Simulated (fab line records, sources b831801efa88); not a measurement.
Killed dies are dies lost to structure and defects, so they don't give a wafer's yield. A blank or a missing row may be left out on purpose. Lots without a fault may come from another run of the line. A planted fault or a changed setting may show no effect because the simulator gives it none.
Which tool did it? | flow sky130 | 12 lots, 36 wafers sampled, at 4 steps of a route of 708

WHAT THE GAUGES READ, wafer by wafer
SKY_VT_ADJUST_HVTP_CD_MEAS_07: target cd 380 nm. Usual: cd_nm 379.7 nm, standard deviation 2.3.
lot  | measured     | on        | cd_nm (nm)        | flag
L559 | day 6 13:30  | cd_sem-01 | 374.5 378.1 375.2 |
L560 | day 6 13:51  | cd_sem-01 | 380.6 382.6 379.4 |
L566 | day 8 01:52  | cd_sem-01 | 377.9 377.3 378.6 |
L567 | day 8 12:12  | cd_sem-01 | 376.5 378.2 378.5 |
L569 | day 9 12:13  | cd_sem-02 | 376.9 376.8 379.0 |
L572 | day 9 22:32  | cd_sem-01 | 382.2 381.2 381.7 |
L576 | day 10 21:59 | cd_sem-02 | 381.1 379.6 379.4 |
L577 | day 11 04:32 | cd_sem-01 | 378.2 377.0 377.0 |
L578 | day 11 05:32 | cd_sem-01 | 379.9 379.6 377.7 |
L579 | day 11 12:13 | cd_sem-02 | 380.4 381.8 378.7 |
L580 | day 11 19:41 | cd_sem-02 | 386.1 381.1 382.2 |
L581 | day 12 03:53 | cd_sem-01 | 379.1 379.3 378.5 |

SKY_GATE_OXIDE_TW_MEAS_14. Usual: GATE_OXIDE_TW 224.4, standard deviation 1.4.
lot  | measured     | on            | GATE_OXIDE_TW     | flag
L559 | day 14 12:01 | film_metro-01 | 223.8 225.4 225.1 |
L560 | day 14 12:20 | film_metro-04 | 223.4 222.2 222.6 |
L566 | day 16 08:31 | film_metro-03 | 337.2 338.3 337.3 | OFF
L567 | day 17 00:22 | film_metro-01 | 334.1 336.5 337.5 | OFF
L569 | day 18 11:35 | film_metro-04 | 222.0 223.4 221.5 |
L572 | day 19 03:10 | film_metro-04 | 223.0 223.9 223.5 |
L576 | day 20 09:41 | film_metro-03 | 222.6 223.4 223.5 |
L577 | day 20 17:24 | film_metro-04 | 224.5 223.5 224.3 |
L578 | day 20 18:28 | film_metro-04 | 225.9 223.9 225.1 |
L579 | day 21 08:11 | film_metro-01 | 223.0 225.1 224.1 |
L580 | day 21 10:59 | film_metro-04 | 223.6 223.4 223.7 |
L581 | day 21 21:08 | film_metro-04 | 224.0 223.0 223.4 |

WHICH TOOL RAN EACH LOT (tool, then ch and the chambers of the sampled wafers, then the start)
lot  | SKY_FIELD_ISO_ETCH_14             | SKY_GATE_OXIDE_IMPLANT_11
L559 | rie_diel-01 ch 1,2,3, day 2 12:40 | implanter-03 ch 0, day 14 11:41
L560 | rie_diel-01 ch 0,1, day 2 13:30   | implanter-02 ch 0, day 14 12:02
L566 | rie_diel-03 ch 0,1,2, day 3 22:43 | implanter-02 ch 0, day 16 08:11
L567 | rie_diel-01 ch 0,3, day 4 03:05   | implanter-02 ch 0, day 17 00:03
L569 | rie_diel-03 ch 1,2,3, day 4 14:27 | implanter-04 ch 0, day 18 11:15
L572 | rie_diel-01 ch 0,1,2, day 5 06:58 | implanter-04 ch 0, day 19 02:48
L576 | rie_diel-02 ch 0,2,3, day 6 05:21 | implanter-04 ch 0, day 20 09:21
L577 | rie_diel-01 ch 1,2,3, day 6 10:11 | implanter-04 ch 0, day 20 17:04
L578 | rie_diel-03 ch 1,2, day 6 12:41   | implanter-04 ch 0, day 20 18:07
L579 | rie_diel-01 ch 2,3, day 6 16:49   | implanter-03 ch 0, day 21 07:45
L580 | rie_diel-02 ch 0,2,3, day 7 00:47 | implanter-02 ch 0, day 21 10:37
L581 | rie_diel-03 ch 0,1, day 7 06:10   | implanter-03 ch 0, day 21 20:48
- SKY_FIELD_ISO_ETCH_14: etches BARC in N2/H2, stops on SiO2, time 45.9 s, target depth 60 nm.
- SKY_GATE_OXIDE_IMPLANT_11

WHAT THE TOOLS THEMSELVES READ (means of the sampled wafers that have a number; where no wafer has one, the mark that the record gives instead)
SKY_FIELD_ISO_ETCH_14. Usual: drypump_motor_current_A 5.8 A, standard deviation 0.3; oes_product_au 0.855 a.u., standard deviation 0.0049; throttle_valve_pct 13.226 %, standard deviation 0.0092.
lot  | tool        | drypump_motor_current_A (A) | oes_product_au (a.u.) | throttle_valve_pct (%) | flag
L559 | rie_diel-01 | 5.7                         | 0.852                 | 13.227                 |
L560 | rie_diel-01 | 5.5                         | 0.854                 | 13.222                 |
L566 | rie_diel-03 | 5.8                         | 0.858                 | 13.225                 |
L567 | rie_diel-01 | 5.7                         | 0.851                 | 13.224                 |
L569 | rie_diel-03 | 6.1                         | 0.856                 | 13.234                 |
L572 | rie_diel-01 | 5.7                         | 0.861                 | 13.229                 |
L576 | rie_diel-02 | 5.7                         | 0.854                 | 13.223                 |
L577 | rie_diel-01 | 5.7                         | 0.854                 | 13.227                 |
L578 | rie_diel-03 | 6.1                         | 0.853                 | 13.228                 |
L579 | rie_diel-01 | 5.8                         | 0.859                 | 13.225                 |
L580 | rie_diel-02 | 5.7                         | 0.856                 | 13.221                 |
L581 | rie_diel-03 | 5.4                         | 0.851                 | 13.222                 |

SKY_GATE_OXIDE_IMPLANT_11. Usual: dose_ions_cm2 2.6002e+12, standard deviation 2.7e+09; faraday_current_uA 14.64, standard deviation 0.26.
lot  | tool         | dose_ions_cm2 | faraday_current_uA | flag
L559 | implanter-03 | 2.5971e+12    | 14.62              |
L560 | implanter-02 | 2.6005e+12    | 14.58              |
L566 | implanter-02 | 1.0196e+13    | 57.30              | OFF
L567 | implanter-02 | 1.0199e+13    | 56.98              | OFF
L569 | implanter-04 | 2.5999e+12    | 14.52              |
L572 | implanter-04 | 2.5979e+12    | 14.58              |
L576 | implanter-04 | 2.6020e+12    | 14.70              |
L577 | implanter-04 | 2.6014e+12    | 14.77              |
L578 | implanter-04 | 2.6020e+12    | 14.57              |
L579 | implanter-03 | 2.5982e+12    | 14.65              |
L580 | implanter-02 | 2.5982e+12    | 14.84              |
L581 | implanter-03 | 2.5987e+12    | 14.77              |

THE ANSWER, worked out from the rows above alone
Rule: a lot is off if the mean of its wafers that have a number lies more than 3 standard deviations from the usual mean. A lot without any number at a reading at which 4 lots or more have one is off too. The other lots that the step has rows for count as sound. The gauges are gone through in route order, then the tools' own readings, and for those a lot's mean is taken as printed above. The first step at which some lot is off is used, and at that step the reading that is off furthest; a lot without a number counts as furthest.
Off: L566, L567, at SKY_GATE_OXIDE_TW_MEAS_14 (GATE_OXIDE_TW).
A tool fits if, at a process step before that reading, it ran every lot that is off, and no sound lot after the first of them. The gauges at SKY_GATE_OXIDE_TW_MEAS_14 aren't tried: what is off there is off at SKY_GATE_OXIDE_IMPLANT_11 too, on other tools, and a gauge's error can't cause that. None of those tried fits.

WHAT THE SIMULATOR HAD PUT IN
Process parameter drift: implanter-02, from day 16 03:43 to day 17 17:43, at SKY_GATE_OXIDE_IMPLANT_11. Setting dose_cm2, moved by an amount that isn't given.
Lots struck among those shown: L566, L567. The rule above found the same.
